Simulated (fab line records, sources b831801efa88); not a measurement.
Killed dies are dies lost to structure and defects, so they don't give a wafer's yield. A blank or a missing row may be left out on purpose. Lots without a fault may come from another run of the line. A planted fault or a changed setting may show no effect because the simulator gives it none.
fab line records | flow sky130
record lots=5 wafers=15 last_day=50
route steps=708 shown LDD_LDN@303 SPACER@304 POLY_CUT@307 SD_P@320 RES_XHIGH@332
lots that met no fault: from a run of the same line without faults
start_h: hours from the record's first day to the start of the lot's first wafer shown | wait_h: hours since the lot's step before | " the same as in the row above | L1.1+2: a row that stands for several wafers | - no value, or no start given | * or withheld: withheld | < > ~ a bound
route shown NAME@n: a module of which the file shows steps, and the number in the route of the first | usual: mean/standard deviation of fault-free wafers | same: alike in all rows | chamber/n: place in a boat | sites: the reading at each site | _std_site: their standard deviation | _edge_site: outer sites' mean less inner sites' | radius_mm: how far each site lies from the wafer's centre | mask NAME#n: copy n | behind: the tool/chamber that last shaped the wafer | hold: why the lot was held/for how many hours/how that ended | device: the transistor (n, p or np) that didn't switch | end of line: the same wafers' tests at the end of the route | a step without rows: its recipe alone | killed: dies lost to structure and defects at the first sort, not the wafer's yield | map: a wafer's dies, x killed, . not, _ none there
set.NAME: the setting as run; set.NAME@STEP: as run at that earlier step | model.NAME: the simulator's own value behind a step, which no gauge read
lots at some steps of the route; a table a step, a row a wafer
services: from which hour (start_h, from the record's first day; less than 0 if before it) a tool's chamber was out of use, for how many hours, and why
## steps
# step SKY_LDD_LDN_CLEAN_14
# recipe chemistry=SC1/SC2 mix=1:4:20 temp_c=70 time_s=150 dry=n2_spin
# columns lot.wafer tool chamber start_h wait_h
L079.2+5+6 wet_bench-04 3 585.01 0.0
L083.1+2+6 wet_bench-04 3 609.71 0.1
L087.2+3+5 wet_bench-04 2 638.51 0.0
L088.2+5+6 wet_bench-03 3 650.25 0.0
L096.2+5+6 wet_bench-01 3 707.46 0.0
# step SKY_SPACER_CVD_00
# recipe material=Si3N4 precursor=DCS/NH3 target_thk_nm=43.1 temp_c=770 time_s=740 pressure_mtorr=250
# usual spike_tc_top_C=782.5/1.5
# columns lot.wafer tool chamber start_h wait_h spike_tc_top_C
L079.2 lpcvd-02 1 585.06 0.0 780.2
L079.5 " 1 " " 780.8
L079.6 " 1 " " 781.5
L083.1 lpcvd-02 0 609.76 0.0 783.3
L083.2 " 0 " " 784.1
L083.6 " 0 " " 784.5
L087.2 lpcvd-02 1 639.21 0.7 779.5
L087.3 " 1 " " 779.5
L087.5 " 1 " " 779.3
L088.2 lpcvd-02 0 650.30 0.0 783.3
L088.5 " 0 " " 783.5
L088.6 " 0 " " 782.3
L096.2 lpcvd-02 0 708.10 0.6 783.0
L096.5 " 0 " " 783.9
L096.6 " 0 " " 786.0
# step SKY_SPACER_THK_MEAS_01
# recipe reads=Si3N4_of_SPACER_CVD_00
# usual SPACER_CVD_00_THK=43.1/0.44
# columns lot.wafer tool chamber start_h wait_h SPACER_CVD_00_THK[nm]
L079.2 film_metro-03 - 586.88 0.0 43.1
L079.5 " - " " 43.1
L079.6 " - " " 43.4
L083.1 film_metro-04 - 610.96 0.0 42.4
L083.2 " - " " 42.2
L083.6 " - " " 42.6
L087.2 film_metro-03 - 640.43 0.0 43.5
L087.3 " - " " 43.7
L087.5 " - " " 43.8
L088.2 film_metro-04 - 652.12 0.0 42.9
L088.5 " - " " 42.9
L088.6 " - " " 43.0
L096.2 film_metro-03 - 709.31 0.0 43.4
L096.5 " - " " 42.9
L096.6 " - " " 43.6
# step SKY_SPACER_ETCHBACK_02
# recipe chemistry=CH3F/O2 target=Si3N4 stop_on=SiO2 source_w=400 bias_w=80 pressure_mtorr=25 ch3f_flow_sccm=40 O2_flow_sccm=30 time_s=46.7 target_depth_a=450
# usual O2_flow_sccm=30.01/0.097 drypump_motor_current_A=5.6/0.45 oes_product_au=0.855/0.0066 throttle_valve_pct=10.562/0.0084
# columns lot.wafer tool chamber start_h wait_h O2_flow_sccm drypump_motor_current_A oes_product_au rf_hours_counter_h throttle_valve_pct
L079.2 rie_diel-04 0 586.93 0.0 30.01 5.0 0.850 68 10.571
L079.5 " 1 " " 29.83 6.3 0.861 - 10.556
L079.6 " 0 " " 30.00 5.0 0.863 - 10.560
L083.1 rie_diel-04 3 611.02 0.1 29.97 5.4 0.847 75 10.577
L083.2 " 1 " " 29.99 6.3 0.848 24 10.559
L083.6 " 2 " " 30.07 5.1 0.854 - 10.560
L087.2 rie_diel-04 2 640.48 0.0 30.13 5.1 0.856 8 10.566
L087.3 " 0 " " 29.88 5.0 0.863 69 10.560
L087.5 " 1 " " 30.04 6.3 0.860 - 10.565
L088.2 rie_diel-01 1 652.17 0.0 30.17 6.3 0.849 13 10.559
L088.5 " 0 " " 30.04 6.0 0.850 - 10.574
L088.6 " 1 " " 30.03 6.3 0.847 - 10.563
L096.2 rie_diel-04 1 709.36 0.0 30.10 6.3 0.854 27 10.581
L096.5 " 1 " " 30.07 6.3 0.853 - 10.565
L096.6 " 2 " " 30.07 5.1 0.868 - 10.563
# step SKY_POLY_CUT_DEHYDRATE_00
# recipe temp_c=200 time_s=60
# usual heater_power_total_W=160.35/0.12
# columns lot.wafer tool chamber start_h wait_h heater_power_total_W
L079.2 litho_track-03 0 600.79 13.8 160.54
L079.5 " 0 " " 160.35
L079.6 " 0 " " 160.33
L083.1 litho_track-03 0 624.31 13.3 160.58
L083.2 " 0 " " 160.28
L083.6 " 0 " " 160.57
L087.2 litho_track-03 0 653.79 13.3 160.28
L087.3 " 0 " " 160.29
L087.5 " 0 " " 160.56
L088.2 litho_track-01 0 665.66 13.5 160.44
L088.5 " 0 " " 160.38
L088.6 " 0 " " 160.21
L096.2 litho_track-03 0 723.19 13.8 160.25
L096.5 " 0 " " 160.40
L096.6 " 0 " " 160.20
# step SKY_POLY_CUT_HMDS_01
# recipe prime_time_s=60 prime_temp_c=120
# same prime_time_s=60
# columns lot.wafer tool chamber start_h wait_h
L079.2+5+6 litho_track-03 0 600.94 0.1
L083.1+2+6 litho_track-03 0 624.46 0.1
L087.2+3+5 litho_track-03 0 653.94 0.1
L088.2+5+6 litho_track-01 0 665.81 0.1
L096.2+5+6 litho_track-03 0 723.34 0.1
# step SKY_POLY_CUT_COAT_02
# recipe resist=BARC temp_c=withheld time_s=withheld spin_rpm=3000 resist_thk_nm=60
# columns lot.wafer tool chamber start_h wait_h
L079.2+5+6 litho_track-03 0 601.09 0.1
L083.1+2+6 litho_track-03 0 624.61 0.1
L087.2+3+5 litho_track-03 0 654.09 0.1
L088.2+5+6 litho_track-01 0 665.96 0.1
L096.2+5+6 litho_track-03 0 723.49 0.1
# step SKY_POLY_CUT_COAT_03
# recipe resist=KrF-thick spin_rpm=3000 resist_thk_nm=450
# columns lot.wafer tool chamber start_h wait_h
L079.2+5+6 litho_track-03 0 - -
L083.1+2+6 litho_track-03 0 - -
L087.2+3+5 litho_track-03 0 - -
L088.2+5+6 litho_track-01 0 - -
L096.2+5+6 litho_track-03 0 - -
# step SKY_POLY_CUT_SOFTBAKE_04
# recipe temp_c=100 time_s=90 resist=KrF-thick
# usual heater_power_total_W=57.35/0.11
# columns lot.wafer tool chamber start_h wait_h heater_power_total_W
L079.2 litho_track-03 0 - - 57.24
L079.5 " 0 " " 57.32
L079.6 " 0 " " 57.41
L083.1 litho_track-03 0 - - 57.31
L083.2 " 0 " " 57.12
L083.6 " 0 " " 57.21
L087.2 litho_track-03 0 - - 57.49
L087.3 " 0 " " 57.38
L087.5 " 0 " " 57.33
L088.2 litho_track-01 0 - - 57.44
L088.5 " 0 " " 57.45
L088.6 " 0 " " 57.31
L096.2 litho_track-03 0 - - 57.33
L096.5 " 0 " " 57.47
L096.6 " 0 " " 57.26
# step SKY_POLY_CUT_EXPOSE_05
# recipe mask_id=NPCM na=0.8 source_shape=annular sigma_inner=0.55 sigma_outer=0.85 target_cd_nm=270 dose_mj=32
# usual exposure_dose_mJ_cm2=31.96/0.031
# columns lot.wafer tool chamber start_h wait_h mask exposure_dose_mJ_cm2
L079.2 krf_scanner-01 0 - - NPCM#0 31.97
L079.5 " 0 " " NPCM#0 31.99
L079.6 " 0 " " NPCM#0 31.94
L083.1 krf_scanner-02 0 - - NPCM#0 31.96
L083.2 " 0 " " NPCM#0 31.98
L083.6 " 0 " " NPCM#0 31.99
L087.2 krf_scanner-02 0 - - NPCM#0 31.95
L087.3 " 0 " " NPCM#0 31.98
L087.5 " 0 " " NPCM#0 32.00
L088.2 krf_scanner-02 0 - - NPCM#0 31.95
L088.5 " 0 " " NPCM#0 31.87
L088.6 " 0 " " NPCM#0 31.95
L096.2 krf_scanner-02 0 - - NPCM#0 31.91
L096.5 " 0 " " NPCM#0 31.93
L096.6 " 0 " " NPCM#0 31.96
# step SKY_POLY_CUT_PEB_06
# recipe peb_temp_c=withheld peb_time_s=withheld resist=KrF-thick
# columns lot.wafer tool chamber start_h wait_h
L079.2+5+6 litho_track-03 0 - -
L083.1+2+6 litho_track-04 0 - -
L087.2+3+5 litho_track-04 0 - -
L088.2+5+6 litho_track-04 0 - -
L096.2+5+6 litho_track-04 0 - -
# step SKY_POLY_CUT_DEVELOP_07
# recipe develop_time_s=60 resist=KrF-thick dev_temp_c=21
# columns lot.wafer tool chamber start_h wait_h
L079.2+5+6 litho_track-03 0 - -
L083.1+2+6 litho_track-04 0 - -
L087.2+3+5 litho_track-04 0 - -
L088.2+5+6 litho_track-04 0 - -
L096.2+5+6 litho_track-04 0 - -
# step SKY_POLY_CUT_CD_MEAS_08
# recipe target_cd_nm=270
# usual cd_nm=269.7/1.6
# columns lot.wafer tool chamber start_h wait_h cd_nm
L079.2 cd_sem-01 - 616.23 - 272.0
L079.5 " - " " 271.5
L079.6 " - " " 271.8
L083.1 cd_sem-01 - 640.26 - 271.7
L083.2 " - " " 271.8
L083.6 " - " " 271.1
L087.2 cd_sem-01 - 668.78 - 271.5
L087.3 " - " " 272.1
L087.5 " - " " 270.9
L088.2 cd_sem-02 - 680.48 - 269.8
L088.5 " - " " 271.3
L088.6 " - " " 269.7
L096.2 cd_sem-02 - 738.05 - 269.1
L096.5 " - " " 268.9
L096.6 " - " " 270.0
# step SKY_POLY_CUT_OVL_MEAS_09
# usual POLY_CUT_OVL=1/5.3
# columns lot.wafer tool chamber start_h wait_h POLY_CUT_OVL[nm]
L079.2 overlay-01 - 616.34 0.1 -9
L079.5 " - " " 2
L079.6 " - " " -8
L083.1 overlay-01 - 640.38 0.1 1
L083.2 " - " " -1
L083.6 " - " " 0
L087.2 overlay-01 - 668.88 0.1 8
L087.3 " - " " 2
L087.5 " - " " -2
L088.2 overlay-01 - 680.58 0.1 -3
L088.5 " - " " 2
L088.6 " - " " 5
L096.2 overlay-02 - 738.16 0.1 3
L096.5 " - " " 2
L096.6 " - " " 7
# step SKY_POLY_CUT_ETCH_10
# recipe chemistry=N2/H2 target=BARC ion_energy_ev=200 source_w=500 bias_w=100 pressure_mtorr=30 n2_flow_sccm=100 h2_flow_sccm=200 stop_on=SiO2 time_s=45.9 target_depth_a=600
# usual drypump_motor_current_A=5.6/0.46 oes_product_au=0.856/0.0048 throttle_valve_pct=13.225/0.009
# columns lot.wafer tool chamber start_h wait_h drypump_motor_current_A oes_product_au rf_hours_counter_h throttle_valve_pct
L079.2 rie_diel-04 0 616.37 0.0 5.0 0.851 69 13.212
L079.5 " 1 " " 6.3 0.853 - 13.243
L079.6 " 2 " " 5.1 0.854 - 13.223
L083.1 rie_diel-03 2 640.41 0.0 6.1 0.864 2 13.235
L083.2 " 0 " " 6.2 0.853 52 13.223
L083.6 " 0 " " 6.2 0.857 - 13.208
L087.2 rie_diel-03 1 668.91 0.0 4.8 0.861 14 13.215
L087.3 " 0 " " 6.2 0.857 53 13.214
L087.5 " 0 " " 6.2 0.853 - 13.214
L088.2 rie_diel-02 1 680.61 0.0 5.9 0.853 0 13.218
L088.5 " 3 " " 5.0 0.868 - 13.221
L088.6 " 0 " " 5.9 0.861 - 13.226
L096.2 rie_diel-02 2 738.19 0.0 5.6 0.857 18 13.226
L096.5 " 0 " " 5.9 0.856 - 13.207
L096.6 " 1 " " 5.9 0.855 - 13.216
# step SKY_POLY_CUT_ETCH_11
# recipe target=Si3N4 chemistry=CF4/CH2F2/Ar stop_on=poly-Si source_w=600 bias_w=150 pressure_mtorr=40 cf4_flow_sccm=40 ch2f2_flow_sccm=20 Ar_flow_sccm=150 time_s=42.5 target_depth_a=600
# usual drypump_motor_current_A=5.6/0.46 oes_product_au=0.830/0.0066 throttle_valve_pct=14.995/0.0077
# columns lot.wafer tool chamber start_h wait_h drypump_motor_current_A oes_product_au rf_hours_counter_h throttle_valve_pct
L079.2 rie_diel-04 0 616.41 0.0 5.1 0.825 69 14.997
L079.5 " 1 " " 6.3 0.831 - 14.981
L079.6 " 2 " " 5.2 0.828 - 15.001
L083.1 rie_diel-03 2 640.46 0.0 6.1 0.842 2 14.990
L083.2 " 0 " " 6.2 0.830 52 15.006
L083.6 " 0 " " 6.2 0.825 - 15.005
L087.2 rie_diel-03 1 668.96 0.0 4.8 0.824 14 14.997
L087.3 " 0 " " 6.2 0.829 53 14.990
L087.5 " 0 " " 6.2 0.821 - 14.997
L088.2 rie_diel-02 1 680.66 0.0 5.9 0.830 1 14.987
L088.5 " 3 " " 5.0 0.828 - 14.995
L088.6 " 0 " " 5.9 0.822 - 14.990
L096.2 rie_diel-02 2 738.23 0.0 5.6 0.829 18 15.002
L096.5 " 0 " " 5.9 0.825 - 14.996
L096.6 " 1 " " 5.9 0.831 - 14.991
# step SKY_POLY_CUT_STRIP_12
# recipe chemistry=O2/N2 power_w=1400 pressure_mtorr=1500 platen_temp_c=withheld o2_flow_sccm=3000 n2_flow_sccm=300 overash_fraction=0.5
# usual drypump_motor_current_A=5.6/0.57 oes_product_au=0.453/0.0049 strip_time_to_endpoint_s=5.365/0.016
# same overash_fraction=0.5
# columns lot.wafer tool chamber start_h wait_h drypump_motor_current_A oes_product_au rf_hours_counter_h strip_time_to_endpoint_s
L079.2 plasma_asher-01 1 616.45 0.0 5.0 0.450 14 5.355
L079.5 " 1 " " 5.0 0.457 - 5.354
L079.6 " 0 " " 4.8 0.451 - 5.347
L083.1 plasma_asher-02 0 640.50 0.0 5.8 0.445 96 5.364
L083.2 " 1 " " 6.4 0.456 96 5.339
L083.6 " 0 " " 5.8 0.458 - 5.335
L087.2 plasma_asher-02 1 669.00 0.0 6.4 0.451 99 5.378
L087.3 " 1 " " 6.4 0.451 - 5.379
L087.5 " 0 " " 5.8 0.451 - 5.368
L088.2 plasma_asher-03 1 680.70 0.0 6.0 0.451 88 5.361
L088.5 " 0 " " 5.9 0.462 - 5.368
L088.6 " 1 " " 6.0 0.445 - 5.371
L096.2 plasma_asher-03 0 738.36 0.1 5.9 0.448 95 5.361
L096.5 " 0 " " 6.0 0.455 - 5.360
L096.6 " 1 " " 6.0 0.454 - 5.359
# step SKY_SD_P_DEHYDRATE_00
# recipe temp_c=200 time_s=60
# usual heater_power_total_W=160.38/0.12
# columns lot.wafer tool chamber start_h wait_h heater_power_total_W
L079.2 litho_track-02 0 630.19 13.7 160.55
L079.5 " 0 " " 160.49
L079.6 " 0 " " 160.39
L083.1 litho_track-01 0 654.14 13.6 160.51
L083.2 " 0 " " 160.27
L083.6 " 0 " " 160.23
L087.2 litho_track-03 0 681.99 13.0 160.29
L087.3 " 0 " " 160.21
L087.5 " 0 " " 160.57
L088.2 litho_track-02 0 694.24 13.5 160.12
L088.5 " 0 " " 160.39
L088.6 " 0 " " 160.23
L096.2 litho_track-02 0 751.29 12.9 160.59
L096.5 " 0 " " 160.32
L096.6 " 0 " " 160.19
# step SKY_SD_P_HMDS_01
# recipe prime_time_s=60 prime_temp_c=120
# same prime_time_s=60
# columns lot.wafer tool chamber start_h wait_h
L079.2+5+6 litho_track-02 0 630.34 0.1
L083.1+2+6 litho_track-01 0 654.29 0.1
L087.2+3+5 litho_track-03 0 682.14 0.1
L088.2+5+6 litho_track-02 0 694.39 0.1
L096.2+5+6 litho_track-02 0 751.44 0.1
# step SKY_SD_P_COAT_02
# recipe resist=NOVOLAK spin_rpm=3000 resist_thk_nm=1140
# columns lot.wafer tool chamber start_h wait_h
L079.2+5+6 litho_track-02 0 630.49 0.1
L083.1+2+6 litho_track-01 0 654.44 0.1
L087.2+3+5 litho_track-03 0 682.29 0.1
L088.2+5+6 litho_track-02 0 694.54 0.1
L096.2+5+6 litho_track-02 0 751.59 0.1
# step SKY_SD_P_SOFTBAKE_03
# recipe temp_c=90 time_s=60 resist=NOVOLAK
# usual heater_power_total_W=56.60/0.05
# columns lot.wafer tool chamber start_h wait_h heater_power_total_W
L079.2 litho_track-02 0 630.64 0.1 56.61
L079.5 " 0 " " 56.61
L079.6 " 0 " " 56.55
L083.1 litho_track-01 0 654.59 0.1 56.60
L083.2 " 0 " " 56.50
L083.6 " 0 " " 56.60
L087.2 litho_track-03 0 682.44 0.1 56.57
L087.3 " 0 " " 56.58
L087.5 " 0 " " 56.54
L088.2 litho_track-02 0 694.69 0.1 56.64
L088.5 " 0 " " 56.49
L088.6 " 0 " " 56.60
L096.2 litho_track-02 0 751.74 0.1 56.59
L096.5 " 0 " " 56.49
L096.6 " 0 " " 56.57
# step SKY_SD_P_EXPOSE_04
# recipe mask_id=PSDM na=0.6 source_shape=conventional sigma_outer=0.6 polarization=unpolarized target_cd_nm=380 dose_mj=138
# usual exposure_dose_mJ_cm2=139.49/0.13
# columns lot.wafer tool chamber start_h wait_h mask exposure_dose_mJ_cm2
L079.2 iline_stepper-02 0 - - PSDM#0 139.56
L079.5 " 0 " " PSDM#0 139.63
L079.6 " 0 " " PSDM#0 139.47
L083.1 iline_stepper-01 0 - - PSDM#0 139.43
L083.2 " 0 " " PSDM#0 139.42
L083.6 " 0 " " PSDM#0 139.64
L087.2 iline_stepper-01 0 - - PSDM#0 139.36
L087.3 " 0 " " PSDM#0 139.47
L087.5 " 0 " " PSDM#0 139.43
L088.2 iline_stepper-01 0 - - PSDM#0 139.59
L088.5 " 0 " " PSDM#0 139.59
L088.6 " 0 " " PSDM#0 139.50
L096.2 iline_stepper-02 0 - - PSDM#0 139.43
L096.5 " 0 " " PSDM#0 139.49
L096.6 " 0 " " PSDM#0 139.40
# step SKY_SD_P_PEB_05
# recipe temp_c=withheld time_s=* resist=NOVOLAK
# columns lot.wafer tool chamber start_h wait_h
L079.2+5+6 litho_track-02 0 - -
L083.1+2+6 litho_track-03 0 - -
L087.2+3+5 litho_track-03 0 - -
L088.2+5+6 litho_track-03 0 - -
L096.2+5+6 litho_track-02 0 - -
# step SKY_SD_P_DEVELOP_06
# recipe resist=NOVOLAK developer=TMAH develop_time_s=58.03 dev_temp_c=23
# columns lot.wafer tool chamber start_h wait_h
L079.2+5+6 litho_track-02 0 645.64 0.1
L083.1+2+6 litho_track-03 0 668.66 0.1
L087.2+3+5 litho_track-03 0 696.74 0.1
L088.2+5+6 litho_track-03 0 708.69 0.1
L096.2+5+6 litho_track-02 0 764.69 0.1
# step SKY_SD_P_CD_MEAS_07
# recipe target_cd_nm=380
# usual cd_nm=379.6/2.5
# columns lot.wafer tool chamber start_h wait_h cd_nm
L079.2 cd_sem-01 - 645.78 0.1 383.0
L079.5 " - " " 381.2
L079.6 " - " " 382.6
L083.1 cd_sem-02 - 668.81 0.1 383.3
L083.2 " - " " 383.3
L083.6 " - " " 383.0
L087.2 cd_sem-02 - 696.88 0.1 381.0
L087.3 " - " " 380.6
L087.5 " - " " 379.3
L088.2 cd_sem-01 - 708.83 0.1 380.2
L088.5 " - " " 379.9
L088.6 " - " " 378.3
L096.2 cd_sem-02 - 764.83 0.1 378.5
L096.5 " - " " 376.5
L096.6 " - " " 376.6
# step SKY_SD_P_OVL_MEAS_08
# usual SD_P_OVL=0.7/1.7
# columns lot.wafer tool chamber start_h wait_h SD_P_OVL[nm]
L079.2 overlay-02 - 645.89 0.1 1.8
L079.5 " - " " 1.5
L079.6 " - " " 2.8
L083.1 overlay-02 - 668.93 0.1 -0.8
L083.2 " - " " -1.0
L083.6 " - " " -1.2
L087.2 overlay-01 - 696.99 0.1 -1.1
L087.3 " - " " -1.0
L087.5 " - " " -1.0
L088.2 overlay-02 - 708.94 0.1 2.8
L088.5 " - " " 1.1
L088.6 " - " " 2.7
L096.2 overlay-01 - 764.94 0.1 0.7
L096.5 " - " " 2.5
L096.6 " - " " 3.2
# step SKY_SD_P_IMPLANT_09
# recipe species=BF2 energy_kev=20 dose_cm2=3e+15 tilt_deg=0
# usual end_station_pressure_torr=1.51e-05/2e-06 tilt_deg=-0.001/0.023
# columns lot.wafer tool chamber start_h wait_h end_station_pressure_torr tilt_deg
L079.2 implanter-02 0 645.94 0.0 1.4e-05 0.063
L079.5 " 0 " " 1.32e-05 0.015
L079.6 " 0 " " 1.34e-05 0.032
L083.1 implanter-02 0 668.97 0.0 1.31e-05 -0.023
L083.2 " 0 " " 1.4e-05 -0.031
L083.6 " 0 " " 1.24e-05 -0.016
L087.2 implanter-01 0 697.04 0.0 1.71e-05 0.008
L087.3 " 0 " " 1.88e-05 0.022
L087.5 " 0 " " 1.76e-05 0.004
L088.2 implanter-02 0 708.99 0.0 1.3e-05 -0.050
L088.5 " 0 " " 1.29e-05 -0.034
L088.6 " 0 " " 1.43e-05 -0.019
L096.2 implanter-04 0 764.99 0.0 1.45e-05 -0.021
L096.5 " 0 " " 1.51e-05 0.015
L096.6 " 0 " " 1.62e-05 -0.006
# step SKY_SD_P_STRIP_10
# recipe chemistry=O2/N2 power_w=1400 pressure_mtorr=1500 platen_temp_c=withheld o2_flow_sccm=3000 n2_flow_sccm=300 overash_fraction=0.5
# usual drypump_motor_current_A=5.5/0.68 oes_product_au=0.617/0.0049 strip_time_to_endpoint_s=17.50/0.039
# same overash_fraction=0.5
# columns lot.wafer tool chamber start_h wait_h drypump_motor_current_A oes_product_au rf_hours_counter_h strip_time_to_endpoint_s
L079.2 plasma_asher-02 1 646.07 0.1 6.4 0.612 97 17.49
L079.5 " 1 " " 6.4 0.609 - 17.51
L079.6 " 0 " " 5.8 0.604 - 17.48
L083.1 plasma_asher-04 0 669.12 0.1 6.4 0.618 56 17.53
L083.2 " 1 " " 5.0 0.620 56 17.51
L083.6 " 0 " " 6.3 0.617 - 17.49
L087.2 plasma_asher-04 0 697.17 0.1 6.4 0.620 59 17.53
L087.3 " 1 " " 4.9 0.626 - 17.54
L087.5 " 1 " " 4.9 0.613 - 17.55
L088.2 plasma_asher-04 1 709.12 0.1 4.9 0.615 61 17.50
L088.5 " 1 " " 4.9 0.615 - 17.50
L088.6 " 0 " " 6.3 0.604 - 17.52
L096.2 plasma_asher-01 0 765.12 0.1 4.9 0.614 24 17.47
L096.5 " 1 " " 5.0 0.611 - 17.51
L096.6 " 0 " " 4.9 0.618 - 17.49
# step SKY_SD_P_TW_MEAS_11
# usual SD_P_TW=2824/18
# columns lot.wafer tool chamber start_h wait_h SD_P_TW
L079.2 film_metro-04 - 646.18 0.1 2823
L079.5 " - " " 2805
L079.6 " - " " 2812
L083.1 film_metro-04 - 669.22 0.1 2809
L083.2 " - " " 2798
L083.6 " - " " 2821
L087.2 film_metro-02 - 697.28 0.1 2846
L087.3 " - " " 2847
L087.5 " - " " 2847
L088.2 film_metro-02 - 709.23 0.1 2851
L088.5 " - " " 2865
L088.6 " - " " 2833
L096.2 film_metro-04 - 765.23 0.1 2812
L096.5 " - " " 2806
L096.6 " - " " 2811
# step SKY_RES_XHIGH_DEHYDRATE_00
# recipe temp_c=200 time_s=60
# usual heater_power_total_W=160.37/0.12
# columns lot.wafer tool chamber start_h wait_h heater_power_total_W
L079.2 litho_track-02 0 659.94 13.7 160.21
L079.5 " 0 " " 160.48
L079.6 " 0 " " 160.40
L083.1 litho_track-04 0 682.31 13.1 160.38
L083.2 " 0 " " 160.56
L083.6 " 0 " " 160.36
L087.2 litho_track-01 0 710.41 13.1 160.28
L087.3 " 0 " " 160.35
L087.5 " 0 " " 160.30
L088.2 litho_track-02 0 722.49 13.2 160.32
L088.5 " 0 " " 160.28
L088.6 " 0 " " 160.23
L096.2 litho_track-04 0 777.98 12.7 160.50
L096.5 " 0 " " 160.21
L096.6 " 0 " " 160.35
# step SKY_RES_XHIGH_HMDS_01
# recipe prime_time_s=60 prime_temp_c=120
# same prime_time_s=60
# columns lot.wafer tool chamber start_h wait_h
L079.2+5+6 litho_track-02 0 660.09 0.1
L083.1+2+6 litho_track-04 0 682.46 0.1
L087.2+3+5 litho_track-01 0 710.56 0.1
L088.2+5+6 litho_track-02 0 722.64 0.1
L096.2+5+6 litho_track-04 0 778.13 0.1
# step SKY_RES_XHIGH_COAT_02
# recipe resist=NOVOLAK spin_rpm=3000 resist_thk_nm=1140
# columns lot.wafer tool chamber start_h wait_h
L079.2+5+6 litho_track-02 0 660.24 0.1
L083.1+2+6 litho_track-04 0 682.61 0.1
L087.2+3+5 litho_track-01 0 710.71 0.1
L088.2+5+6 litho_track-02 0 722.79 0.1
L096.2+5+6 litho_track-04 0 778.28 0.1
# step SKY_RES_XHIGH_SOFTBAKE_03
# recipe temp_c=90 time_s=60 resist=NOVOLAK
# usual heater_power_total_W=56.60/0.045
# columns lot.wafer tool chamber start_h wait_h heater_power_total_W
L079.2 litho_track-02 0 660.39 0.1 56.62
L079.5 " 0 " " 56.58
L079.6 " 0 " " 56.62
L083.1 litho_track-04 0 682.76 0.1 56.57
L083.2 " 0 " " 56.65
L083.6 " 0 " " 56.58
L087.2 litho_track-01 0 710.86 0.1 56.50
L087.3 " 0 " " 56.66
L087.5 " 0 " " 56.64
L088.2 litho_track-02 0 722.94 0.1 56.68
L088.5 " 0 " " 56.63
L088.6 " 0 " " 56.59
L096.2 litho_track-04 0 778.43 0.1 56.65
L096.5 " 0 " " 56.59
L096.6 " 0 " " 56.61
# step SKY_RES_XHIGH_EXPOSE_04
# recipe mask_id=URPM na=0.6 source_shape=conventional sigma_outer=0.6 polarization=unpolarized target_cd_nm=1270 dose_mj=140
# usual exposure_dose_mJ_cm2=139.98/0.13
# columns lot.wafer tool chamber start_h wait_h mask exposure_dose_mJ_cm2
L079.2 iline_stepper-02 0 - - URPM#0 139.92
L079.5 " 0 " " URPM#0 139.95
L079.6 " 0 " " URPM#0 139.92
L083.1 iline_stepper-01 0 - - URPM#0 139.82
L083.2 " 0 " " URPM#0 139.94
L083.6 " 0 " " URPM#0 139.83
L087.2 iline_stepper-02 0 - - URPM#0 139.99
L087.3 " 0 " " URPM#0 140.06
L087.5 " 0 " " URPM#0 140.04
L088.2 iline_stepper-02 0 - - URPM#0 140.03
L088.5 " 0 " " URPM#0 139.92
L088.6 " 0 " " URPM#0 140.15
L096.2 iline_stepper-01 0 - - URPM#0 139.95
L096.5 " 0 " " URPM#0 139.78
L096.6 " 0 " " URPM#0 139.81
# step SKY_RES_XHIGH_PEB_05
# recipe temp_c=withheld time_s=* resist=NOVOLAK
# columns lot.wafer tool chamber start_h wait_h
L079.2+5+6 litho_track-02 0 - -
L083.1+2+6 litho_track-01 0 - -
L087.2+3+5 litho_track-04 0 - -
L088.2+5+6 litho_track-01 0 - -
L096.2+5+6 litho_track-01 0 - -
# step SKY_RES_XHIGH_DEVELOP_06
# recipe resist=NOVOLAK developer=TMAH develop_time_s=60 dev_temp_c=23
# columns lot.wafer tool chamber start_h wait_h
L079.2+5+6 litho_track-02 0 674.64 0.1
L083.1+2+6 litho_track-01 0 696.99 0.1
L087.2+3+5 litho_track-04 0 725.28 0.1
L088.2+5+6 litho_track-01 0 736.56 0.1
L096.2+5+6 litho_track-01 0 791.56 0.1
## services
# columns tool chamber start_h hours kind
krf_scanner-02 - 565.17 0.8 pm
rie_diel-02 2 572.69 3.4 repair
krf_scanner-02 - 597.54 0.6 repair
rie_diel-02 2 611.31 2.7 repair
krf_scanner-02 - 613.70 4.4 pm
rie_diel-04 3 616.29 13.6 repair
krf_scanner-02 - 618.08 1.0 pm
krf_scanner-02 - 618.48 0.3 repair
krf_scanner-02 - 623.24 1.3 pm
rie_diel-03 2 627.11 6.7 repair
rie_diel-04 0 641.26 3.1 repair
iline_stepper-02 - 651.75 4.4 pm
rie_diel-03 3 675.16 3.0 repair
krf_scanner-02 - 675.47 0.5 repair
rie_diel-02 2 675.86 6.9 repair
rie_diel-02 3 681.17 4.6 repair
iline_stepper-02 - 686.22 12.4 repair
rie_diel-04 - 690.48 0.3 repair
rie_diel-03 3 707.58 2.6 repair
rie_diel-02 3 711.01 4.6 repair
iline_stepper-01 - 726.67 4.4 pm
rie_diel-04 - 743.68 2.8 pm
iline_stepper-01 - 745.90 1.7 pm
iline_stepper-02 - 747.57 1.7 pm
## key
fault none
